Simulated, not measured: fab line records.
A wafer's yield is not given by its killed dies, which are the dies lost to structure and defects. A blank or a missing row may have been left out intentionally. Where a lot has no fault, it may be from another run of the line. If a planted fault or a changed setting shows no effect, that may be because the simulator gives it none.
fab line records	flow sky130
[record] lots = 13	wafers = 39	lastDay = 52
route steps=708 shown FIELD_ISO@26 SONOS_ONO@185 GATE_OXIDE@188 RES_PROTECT@215 PAD_OPEN@708
lots untouched by any fault: they come from a run of this same line in which no faults occurred
startH: the number of hours between the record's first day and the start of the first shown wafer of the lot	waitH: how many hours have passed since the lot's step before this one	" identical to the entry in the row above	L1.1+2: a single row standing in for several wafers	- either no value or no given start	* or withheld: withheld	< > ~ a bound
route shown NAME@n: NAME is a module with steps in the file, n the number in the route of the first one	usual: the fault-free wafers' mean and standard deviation	same: alike in all rows	chamber/n: place in a boat	sites: the reading at each site	_std_site: standard deviation across them	_edge_site: the outer-site mean with the inner-site mean subtracted	radiusMm: how far each site lies from the wafer's centre	mask NAME#n: copy n	behind: the last tool/chamber to shape the wafer	hold: the reason the lot was held/the length of the hold in hours/how it ended	device: which transistor (n, p or np) failed to switch	end of line: tests of these same wafers at the route's end	step lacking rows: just its recipe	killed: the dies lost at the first sort to structure and to defects; this is not the yield of the wafer	map: dies across one wafer; x = killed, . = not, _ = none there
set.NAME: the run value of the setting; set.NAME@STEP: its run value at that earlier step	model.NAME: the simulator's own value behind a step, which no gauge read
a sample of lots followed through the steps of the route, with each step as a table and each wafer as a row
services: from which hour (startH, from the record's first day; less than 0 if before it) a tool's chamber was out of use, for how many hours, and why
[[steps]]
[step SKY_FIELD_ISO_THK_MEAS_25]
[recipe] reads = SiO2_of_FIELD_ISO_CVD_24
[usual] FIELD_ISO_CVD_24_THK = 597/8.1
lot.wafer	tool	chamber	startH	waitH	FIELD_ISO_CVD_24_THK[nm]
L148.3	filmMetro-04	-	41.82	0.1	594
L148.4	"	-	"	"	581
L148.5	"	-	"	"	593
L149.1	filmMetro-03	-	46.73	0.1	591
L149.2	"	-	"	"	593
L149.5	"	-	"	"	599
L150.1	filmMetro-03	-	52.94	0.0	587
L150.3	"	-	"	"	588
L150.4	"	-	"	"	586
L152.2	filmMetro-01	-	62.95	0.0	596
L152.3	"	-	"	"	588
L152.5	"	-	"	"	587
L153.1	filmMetro-03	-	70.12	0.0	597
L153.4	"	-	"	"	599
L153.6	"	-	"	"	591
L155.2	filmMetro-03	-	77.27	0.0	592
L155.3	"	-	"	"	587
L155.6	"	-	"	"	594
L156.2	filmMetro-03	-	84.95	0.0	603
L156.3	"	-	"	"	587
L156.5	"	-	"	"	595
L157.2	filmMetro-04	-	88.90	0.0	599
L157.3	"	-	"	"	595
L157.5	"	-	"	"	593
L159.1	filmMetro-04	-	97.41	0.0	597
L159.2	"	-	"	"	602
L159.5	"	-	"	"	594
L160.3	filmMetro-03	-	106.60	0.1	591
L160.4	"	-	"	"	602
L160.5	"	-	"	"	590
L163.2	filmMetro-03	-	121.75	0.0	617
L163.3	"	-	"	"	594
L163.4	"	-	"	"	604
L164.3	filmMetro-03	-	131.48	0.1	612
L164.4	"	-	"	"	609
L164.5	"	-	"	"	599
L168.2	filmMetro-01	-	145.89	0.1	599
L168.4	"	-	"	"	595
L168.5	"	-	"	"	603
[step SKY_SONOS_ONO_STRIP_17]
[recipe] chemistry = O2/N2	powerW = 1400	pressureMtorr = 1500	platenTempC = withheld	o2FlowSccm = 3000	n2FlowSccm = 300	overashFraction = 0.5
[usual] drypumpMotorCurrentA = 5.49/0.2	oesProductAu = 0.709/0.0046	stripTimeToEndpointS = 14.09/0.042
lot.wafer	tool	chamber	startH	waitH	drypumpMotorCurrentA	oesProductAu	rfHoursCounterH	stripTimeToEndpointS
L148.3	plasmaAsher-01	0	294.53	0.0	5.51	0.715	-	14.12
L148.4	"	1	"	"	5.24	0.713	-	14.13
L148.5	"	1	"	"	5.16	0.702	-	14.11
L149.1	plasmaAsher-04	0	299.37	0.0	5.70	0.710	59	14.09
L149.2	"	1	"	"	5.41	0.716	59	14.09
L149.5	"	1	"	"	5.40	0.705	-	14.05
L150.1	plasmaAsher-03	0	312.87	0.0	5.42	0.713	53	14.08
L150.3	"	1	"	"	5.93	0.709	-	14.05
L150.4	"	0	"	"	5.44	0.704	-	14.03
L152.2	plasmaAsher-03	1	328.85	0.0	5.96	0.713	54	14.06
L152.3	"	0	"	"	5.44	0.706	-	14.07
L152.5	"	0	"	"	5.43	0.707	-	14.05
L153.1	plasmaAsher-04	0	339.87	0.0	5.68	0.707	63	14.10
L153.4	"	1	"	"	5.37	0.697	-	14.07
L153.6	"	0	"	"	5.70	0.708	-	14.12
L155.2	plasmaAsher-04	0	348.42	0.0	5.69	0.705	63	14.10
L155.3	"	0	"	"	5.70	0.708	-	14.13
L155.6	"	1	"	"	5.38	0.708	-	14.09
L156.2	plasmaAsher-01	1	360.03	0.0	5.25	0.711	66	14.17
L156.3	"	0	"	"	5.48	0.713	-	14.13
L156.5	"	0	"	"	5.48	0.717	-	14.14
L157.2	plasmaAsher-01	0	368.37	0.0	5.48	0.715	66	14.07
L157.3	"	1	"	"	5.24	0.709	-	14.05
L157.5	"	1	"	"	5.22	0.712	-	14.07
L159.1	plasmaAsher-04	0	378.70	0.0	5.69	0.710	66	14.12
L159.2	"	1	"	"	5.35	0.718	66	14.03
L159.5	"	0	"	"	5.69	0.698	-	14.11
L160.3	plasmaAsher-04	0	397.19	0.0	5.69	0.716	-	14.05
L160.4	"	1	"	"	5.38	0.715	-	14.04
L160.5	"	0	"	"	5.72	0.715	-	14.05
L163.2	plasmaAsher-01	0	434.67	0.0	5.48	0.710	0	14.09
L163.3	"	1	"	"	5.25	0.712	-	14.12
L163.4	"	0	"	"	5.49	0.707	-	14.07
L164.3	plasmaAsher-03	1	452.55	0.0	5.95	0.707	-	14.11
L164.4	"	0	"	"	5.46	0.717	-	14.09
L164.5	"	1	"	"	5.96	0.703	-	14.03
L168.2	plasmaAsher-01	0	463.48	0.0	5.48	0.706	3	14.03
L168.4	"	1	"	"	5.26	0.706	-	14.07
L168.5	"	1	"	"	5.25	0.713	-	14.08
[step SKY_GATE_OXIDE_OXIDATION_01]
[recipe] tempC = 900	ambient = O2	stabiliseS = 600	purgeS = 300	targetThkA = 102.68	oxTimeS = 1473
[usual] spikeTcBottomC = 922.2/1.9	zonePowerTopPct = 33.0/0.69	zonePowerUpperPct = 17.1/0.46
lot.wafer	tool	chamber	startH	waitH	spikeTcBottomC	zonePowerTopPct	zonePowerUpperPct
L148.3	furnace-02	0	296.02	1.3	925.1	34.0	17.4
L148.4	"	0	"	"	925.4	33.3	17.2
L148.5	"	0	"	"	924.7	33.2	17.4
L149.1	furnace-01	0	300.67	1.1	920.2	32.3	16.5
L149.2	"	0	"	"	920.0	31.8	16.6
L149.5	"	0	"	"	919.5	32.5	16.4
L150.1	furnace-01	0	313.76	0.7	919.9	33.0	16.7
L150.3	"	0	"	"	919.6	32.1	16.7
L150.4	"	0	"	"	921.1	32.6	16.6
L152.2	furnace-01	0	330.12	1.1	919.3	32.2	16.4
L152.3	"	0	"	"	920.8	32.5	16.7
L152.5	"	0	"	"	920.7	32.4	16.3
L153.1	furnace-02	0	341.29	1.2	924.4	33.4	17.5
L153.4	"	0	"	"	922.7	33.1	17.2
L153.6	"	0	"	"	923.8	33.8	17.4
L155.2	furnace-01	0	349.65	1.0	920.6	32.4	16.1
L155.3	"	0	"	"	919.3	32.3	16.5
L155.6	"	0	"	"	921.7	32.5	16.3
L156.2	furnace-01	0	360.91	0.7	919.6	32.2	16.8
L156.3	"	0	"	"	920.0	32.3	16.6
L156.5	"	0	"	"	920.5	31.8	16.5
L157.2	furnace-02	0	368.59	0.0	923.1	33.2	17.4
L157.3	"	0	"	"	925.5	33.1	17.4
L157.5	"	0	"	"	923.9	32.7	17.3
L163.2	furnace-02	0	434.87	0.0	923.1	33.2	17.7
L163.3	"	0	"	"	922.3	33.5	17.4
L163.4	"	0	"	"	926.3	33.4	17.3
L159.1	furnace-01	0	438.91	60.0	918.5	32.7	16.6
L159.2	"	0	"	"	920.1	32.1	16.6
L159.5	"	0	"	"	920.2	32.4	16.6
L160.3	furnace-02	0	457.41	60.0	922.5	33.6	17.5
L160.4	"	0	"	"	924.2	33.5	17.5
L160.5	"	0	"	"	922.8	33.3	17.4
L168.2	furnace-02	0	465.39	1.7	923.5	33.9	17.7
L168.4	"	0	"	"	922.6	33.9	17.8
L168.5	"	0	"	"	922.9	33.1	17.4
L164.3	furnace-01	0	513.07	60.3	920.7	33.1	16.6
L164.4	"	0	"	"	919.0	32.5	17.0
L164.5	"	0	"	"	919.7	31.9	16.5
[step SKY_RES_PROTECT_TW_MEAS_08]
[usual] POLY_GATE_TW = 4009/31
lot.wafer	tool	chamber	startH	waitH	POLY_GATE_TW
L148.3	filmMetro-02	-	353.91	0.1	3981
L148.4	"	-	"	"	3964
L148.5	"	-	"	"	3974
L149.1	filmMetro-02	-	358.20	0.1	3980
L149.2	"	-	"	"	3998
L149.5	"	-	"	"	3976
L150.1	filmMetro-02	-	374.35	0.1	4006
L150.3	"	-	"	"	3994
L150.4	"	-	"	"	3977
L152.2	filmMetro-02	-	389.94	0.1	3972
L152.3	"	-	"	"	3976
L152.5	"	-	"	"	3970
L153.1	filmMetro-03	-	403.24	0.1	4019
L153.4	"	-	"	"	4036
L153.6	"	-	"	"	4024
L155.2	filmMetro-03	-	412.79	0.1	4015
L155.3	"	-	"	"	4009
L155.6	"	-	"	"	3997
L156.2	filmMetro-02	-	424.70	0.1	4019
L156.3	"	-	"	"	4001
L156.5	"	-	"	"	3999
L157.2	filmMetro-02	-	433.40	0.1	3978
L157.3	"	-	"	"	3987
L157.5	"	-	"	"	3972
L163.2	filmMetro-03	-	502.11	0.1	3991
L163.3	"	-	"	"	3981
L163.4	"	-	"	"	3985
L159.1	filmMetro-04	-	505.75	0.1	4067
L159.2	"	-	"	"	4059
L159.5	"	-	"	"	4080
L160.3	filmMetro-03	-	521.96	0.1	4015
L160.4	"	-	"	"	3996
L160.5	"	-	"	"	4006
L168.2	filmMetro-04	-	532.66	0.1	4048
L168.4	"	-	"	"	4046
L168.5	"	-	"	"	4034
L164.3	filmMetro-02	-	579.16	0.1	4017
L164.4	"	-	"	"	4002
L164.5	"	-	"	"	4031
[step SKY_PAD_OPEN_PROBE_99]
[usual] killed_at_M0_to_M3 = 44/6.9	killed_at_M4_up = 3.2/1.8	killedAtContacts = 23/5.2	killedAtFrontEnd = 15/4.5	killedAtOther = 0.3/0.56	killedDies = 85/8.8	killedOpen = 47/6.7	killedShort = 39/6.4
[same] grossDies = 492	killedAtBackSide = 0
lot.wafer	tool	chamber	startH	waitH	killed_at_M0_to_M3	killed_at_M4_up	killedAtContacts	killedAtFrontEnd	killedAtOther	killedDies	killedOpen	killedShort
L159.1	prober-02	-	1207.33	0.1	50	4	24	19	1	98	50	48
L159.2	prober-02	-	1207.38	0.1	46	6	18	13	2	85	47	38
L159.5	prober-02	-	1207.53	0.2	41	6	23	13	0	83	53	30
L160.3	prober-02	-	1217.14	0.2	39	4	30	6	1	80	51	29
L160.4	prober-02	-	1217.19	0.2	45	3	23	14	0	85	47	38
L160.5	prober-02	-	1217.24	0.2	29	4	27	17	0	77	40	37
L164.3	prober-02	-	1248.01	0.2	36	2	26	7	1	72	45	27
L164.4	prober-02	-	1248.06	0.2	48	6	23	13	0	90	52	38
L164.5	prober-02	-	1248.11	0.2	51	5	20	10	0	86	51	35
// killed by level:class
L159.1 CONTACT:geometricParticle:open=9 VIA1:geometricParticle:open=7 VIA3:geometricParticle:open=7 VIA2:geometricParticle:open=6 METAL2:geometricParticle:short=6 METAL1:geometricParticle:short=6 METAL3:geometricParticle:short=6 FIELD_ISO:geometricParticle:open=5
L159.2 VIA3:geometricParticle:open=11 VIA1:geometricParticle:open=8 LI_CONTACT:geometricParticle:open=6 VIA2:geometricParticle:open=6 METAL4:geometricParticle:short=5 FIELD_ISO:geometricParticle:short=4 POLY_GATE:geometricParticle:short=4 CONTACT:geometricParticle:open=4
L159.5 VIA2:geometricParticle:open=10 VIA3:geometricParticle:open=8 VIA1:geometricParticle:open=8 CONTACT:geometricParticle:short=7 CONTACT:geometricParticle:open=7 FIELD_ISO:geometricParticle:open=5 FIELD_ISO:geometricParticle:short=4 LOCAL_INTERCONNECT:geometricParticle:short=3
L160.3 CONTACT:geometricParticle:open=14 VIA1:geometricParticle:open=9 VIA2:geometricParticle:open=9 LI_CONTACT:geometricParticle:open=8 VIA3:geometricParticle:open=6 CONTACT:geometricParticle:short=5 VIA1:geometricParticle:short=3 METAL2:geometricParticle:short=3
L160.4 LI_CONTACT:geometricParticle:open=10 METAL1:geometricParticle:short=9 VIA1:geometricParticle:open=9 VIA2:geometricParticle:open=8 CONTACT:geometricParticle:open=7 VIA3:geometricParticle:open=6 FIELD_ISO:geometricParticle:short=5 CONTACT:geometricParticle:short=4
L160.5 CONTACT:geometricParticle:open=9 LI_CONTACT:geometricParticle:open=6 VIA1:geometricParticle:open=6 VIA2:geometricParticle:open=6 POLY_GATE:geometricParticle:short=5 CONTACT:geometricParticle:short=5 METAL1:geometricParticle:short=5 FIELD_ISO:geometricParticle:short=4
L164.3 CONTACT:geometricParticle:open=10 LI_CONTACT:geometricParticle:open=7 CONTACT:geometricParticle:short=7 VIA1:geometricParticle:open=7 VIA2:geometricParticle:open=7 METAL2:geometricParticle:short=5 VIA3:geometricParticle:open=5 METAL1:geometricParticle:open=3
L164.4 VIA1:geometricParticle:open=15 VIA3:geometricParticle:open=9 CONTACT:geometricParticle:open=7 LI_CONTACT:geometricParticle:open=7 METAL4:geometricParticle:short=6 FIELD_ISO:geometricParticle:short=5 CONTACT:geometricParticle:short=5 VIA3:geometricParticle:short=5
L164.5 VIA1:geometricParticle:open=16 VIA3:geometricParticle:open=9 CONTACT:geometricParticle:open=8 CONTACT:geometricParticle:short=6 VIA2:geometricParticle:open=6 VIA2:geometricParticle:short=4 VIA1:geometricParticle:short=4 METAL4:geometricParticle:short=4
[[services]]
tool	chamber	startH	hours	kind
furnace-01	-	294.00	3.9	pm
plasmaAsher-03	-	357.60	0.5	repair
plasmaAsher-04	-	368.22	2.8	pm
furnace-01	-	381.50	3.4	pm
furnace-02	-	414.82	3.0	pm
plasmaAsher-01	-	421.25	9.0	pm
plasmaAsher-01	0	421.25	10.6	ventCycle
plasmaAsher-01	1	421.25	10.6	ventCycle
plasmaAsher-01	-	429.01	2.8	repair
plasmaAsher-01	0	430.25	-	clean
plasmaAsher-01	1	430.25	-	clean
furnace-01	-	461.68	4.0	pm
[[key]]
[firstSign] step = SKY_GATE_OXIDE_OXIDATION_01	reading = waitH	direction = changed
effect none on later readings
metAt SKY_GATE_OXIDE_OXIDATION_01
struckLots L159,L160,L164
struckWafers L159.1,L159.2,L159.5,L160.3,L160.4,L160.5,L164.3,L164.4,L164.5
testerLeftOut L159,L160,L164
notActingAt SKY_FIELD_ISO_THK_MEAS_25,SKY_SONOS_ONO_STRIP_17,SKY_RES_PROTECT_TW_MEAS_08
[fault] kind = queueTimeViolation	tool = furnace-01,furnace-02	chamber = 0	onsetH = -	steps = SKY_GATE_OXIDE_OXIDATION_01	delayHr = 60	scope = struckLotsOnly
// testerLeftOut: of these lots the tester's yield and bins aren't shown, on N5 and GAA mostly nor the transistor test; their killed dies are dies lost to structure and defects alone, not to doping, threshold or leakage, so they don't give the yield
